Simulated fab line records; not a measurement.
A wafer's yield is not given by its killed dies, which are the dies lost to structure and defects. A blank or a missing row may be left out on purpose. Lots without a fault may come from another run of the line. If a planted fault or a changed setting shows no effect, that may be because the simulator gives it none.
The tool behind it: which one? | flow gf180mcu | 13 lots, 39 wafers sampled, at 4 steps of a route of 602

WHAT THE GAUGES SHOWED, per wafer
GF_V5_THK_MEAS_03. Usual: V5_CVD_02_THK gives 1450 nm (standard deviation 21).
lot  | measured     | on           | V5_CVD_02_THK (nm) | flag
L407 | day 26 20:37 | filmMetro-03 | 1454 1500 1467     | 
L409 | day 27 11:09 | filmMetro-04 | 1422 1438 1448     | 
L410 | day 28 01:04 | filmMetro-03 | 1443 1479 1451     | 
L411 | day 28 02:45 | filmMetro-03 | 1401 1402 1438     | 
L412 | day 28 06:59 | filmMetro-04 | 1458 1420 1431     | 
L413 | day 28 23:36 | filmMetro-03 | 1438 1467 1465     | 
L414 | day 29 02:30 | filmMetro-04 | 1416 1476 1457     | 
L419 | day 30 12:18 | filmMetro-04 | 1446 1456 1493     | 
L421 | day 31 04:38 | filmMetro-04 | 1431 1443 1414     | 
L425 | day 32 04:04 | filmMetro-03 | 1442 1427 1446     | 
L426 | day 32 12:16 | filmMetro-04 | 1450 1427 1452     | 
L429 | day 33 02:41 | filmMetro-04 | 1457 1462 1477     | 
L430 | day 33 11:59 | filmMetro-03 | 1473 1437 1458     | 

WHICH TOOL RAN EACH LOT (tool, then ch and the chambers of the sampled wafers, then the start)
lot  | GF_V2_CLEAN_20                 | GF_MIM_SPUTTER_04           | GF_MIM_SPUTTER_09
L407 | wetBench-01 ch 1, day 20 17:59 | pvdSputter-04, day 25 00:12 | pvdSputter-03, day 25 00:24
L409 | wetBench-02 ch 1, day 21 14:14 | pvdSputter-01, day 25 16:07 | pvdSputter-04, day 25 16:19
L410 | wetBench-02 ch 2, day 22 04:56 | pvdSputter-03, day 26 05:38 | pvdSputter-04, day 26 05:50
L411 | wetBench-02 ch 3, day 22 05:38 | pvdSputter-04, day 26 07:21 | pvdSputter-03, day 26 07:33
L412 | wetBench-01 ch 0, day 22 11:52 | pvdSputter-03, day 26 12:44 | pvdSputter-04, day 26 12:56
L413 | wetBench-02 ch 3, day 23 07:08 | pvdSputter-03, day 27 06:02 | pvdSputter-01, day 27 06:14
L414 | wetBench-01 ch 2, day 23 11:22 | pvdSputter-01, day 27 10:31 | pvdSputter-03, day 27 10:43
L419 | wetBench-04 ch 1, day 25 01:31 | pvdSputter-04, day 28 20:28 | pvdSputter-03, day 28 20:43
L421 | wetBench-04 ch 2, day 25 21:52 | pvdSputter-03, day 29 14:27 | pvdSputter-01, day 29 14:39
L425 | wetBench-02 ch 3, day 27 01:55 | pvdSputter-01, day 30 15:11 | pvdSputter-03, day 30 15:30
L426 | wetBench-01 ch 3, day 27 10:44 | pvdSputter-01, day 30 22:44 | pvdSputter-03, day 30 22:56
L429 | wetBench-02 ch 1, day 28 05:14 | pvdSputter-03, day 31 15:07 | pvdSputter-04, day 31 15:19
L430 | wetBench-02 ch 3, day 28 17:02 | pvdSputter-04, day 32 02:05 | pvdSputter-01, day 32 02:17
- GF_V2_CLEAN_20: cleans in DIW.
- GF_MIM_SPUTTER_04: material TiN, target thk 50 nm, time 41.7 s.
- GF_MIM_SPUTTER_09: material TiN, target thk 35 nm, time 29.2 s.

AS READ BY THE TOOLS THEMSELVES (means over the sampled wafers that have a number; for cases with no such wafer, the mark the record gives instead)
GF_MIM_SPUTTER_04. Usual: cathodeDcPowerW 6499.8 W, standard deviation 1.2; throttleValvePct 30.3 %, standard deviation 0.85.
lot  | tool          | cathodeDcPowerW (W) | throttleValvePct (%) | flag
L407 | pvdSputter-04 | 6499.7              | 30.2                 | 
L409 | pvdSputter-01 | 6499.7              | 30.1                 | 
L410 | pvdSputter-03 | 6499.8              | 30.8                 | 
L411 | pvdSputter-04 | 6499.5              | 30.1                 | 
L412 | pvdSputter-03 | 6500.5              | 30.9                 | 
L413 | pvdSputter-03 | 6499.5              | 30.2                 | 
L414 | pvdSputter-01 | 6499.5              | 30.6                 | 
L419 | pvdSputter-04 | 6501.0              | 29.9                 | 
L421 | pvdSputter-03 | 6498.9              | 30.7                 | 
L425 | pvdSputter-01 | 6500.9              | 30.6                 | 
L426 | pvdSputter-01 | 6499.5              | 30.4                 | 
L429 | pvdSputter-03 | 6500.0              | 30.4                 | 
L430 | pvdSputter-04 | 6500.6              | 30.0                 | 

GF_MIM_SPUTTER_09. Usual: cathodeDcPowerW 6500.0 W, standard deviation 1.2; throttleValvePct 30.3 %, standard deviation 0.82.
lot  | tool          | cathodeDcPowerW (W) | throttleValvePct (%) | flag
L407 | pvdSputter-03 | 6499.8              | 30.6                 | 
L409 | pvdSputter-04 | 6501.2              | 29.6                 | 
L410 | pvdSputter-04 | 6499.9              | 30.0                 | 
L411 | pvdSputter-03 | 6499.5              | 30.6                 | 
L412 | pvdSputter-04 | 6499.9              | 29.7                 | 
L413 | pvdSputter-01 | 6500.3              | 29.9                 | 
L414 | pvdSputter-03 | 6500.0              | 31.4                 | 
L419 | pvdSputter-03 | 6499.2              | 30.5                 | 
L421 | pvdSputter-01 | 6499.7              | 29.8                 | 
L425 | pvdSputter-03 | 6499.6              | 30.8                 | 
L426 | pvdSputter-03 | 6500.0              | 30.1                 | 
L429 | pvdSputter-04 | 6501.2              | 30.8                 | 
L430 | pvdSputter-01 | 6499.5              | 30.0                 | 

THE ANSWER, worked out from the rows above alone
Rule: a lot counts as off when the mean over its wafers that have a number is more than 3 standard deviations away from the usual mean. A lot without any number at a reading at which 4 lots or more have one is off too. Any other lot the step has rows for is counted as sound. First the gauges in route order, then the tools' own readings, where a lot's mean is used as printed above. The first step at which some lot is off is used, and at that step the reading that is off furthest; a lot without a number counts as furthest.
No lot is off at any reading shown: from this, nothing can be told.

WHAT WAS PUT IN BY THE SIMULATOR
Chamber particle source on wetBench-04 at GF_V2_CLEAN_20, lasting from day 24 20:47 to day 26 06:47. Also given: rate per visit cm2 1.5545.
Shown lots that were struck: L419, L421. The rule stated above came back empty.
